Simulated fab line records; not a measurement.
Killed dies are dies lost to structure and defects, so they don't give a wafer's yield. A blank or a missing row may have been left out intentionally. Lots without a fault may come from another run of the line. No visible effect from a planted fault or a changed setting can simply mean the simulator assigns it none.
Matching of chambers    flow sky130    4 sister chambers for SKY_VIA2_CMP_24 on cmp-02
The step polishes, stops on SiO2, t overpolish 20 s, target thk 0 nm. 4 wafers are shown with their chamber, then 12 later ones without.

== WAFERS, EACH WITH ITS CHAMBER ==
wafer   chamber  motor_current_A (A)
L088.1  3        8.5
L088.3  1        11.9
L089.1  2        10.6
L089.6  0        10.0

== WAFERS WITHOUT THEIR CHAMBER ==
wafer   motor_current_A (A)
L091.2  8.1
L091.5  8.6
L091.6  10.1
L094.3  8.5
L094.4  12.0
L094.5  11.5
L096.4  11.4
L096.5  9.6
L096.6  9.3
L097.2  9.9
L097.5  11.0
L097.6  11.8

== WHICH CHAMBER EACH WENT THROUGH ==
wafer   from the rows above           in truth
L091.2  3                             3
L091.5  3                             3
L091.6  can't be placed: 0 or 2       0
L094.3  3                             3
L094.4  1                             1
L094.5  can't be placed: 1 or 2       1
L096.4  can't be placed: 1 or 2       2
L096.5  can't be placed: 0 or 2       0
L096.6  can't be placed: 0 or 3 or 2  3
L097.2  can't be placed: 0 or 2       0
L097.5  can't be placed: 2 or 1 or 0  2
L097.6  1                             1
Correct placement for 5 of the 12. From these rows, 7 cannot be placed; in 7 the true chamber is one of the candidates. Wrongly placed: 0.
How it was worked out, from the rows above alone: a wafer's distance from a chamber is the root of the sum, over the readings, of the square of ((its reading less the chamber's mean) divided by the reading's scatter). The wafer belongs to the nearest chamber; if the next one is less than 2 further off, it can't be placed. Each chamber's mean is taken over the wafers shown for it. The scatter: with one shown wafer a chamber, the root of the mean of the squares of how far each hidden wafer lies from its nearest shown one.
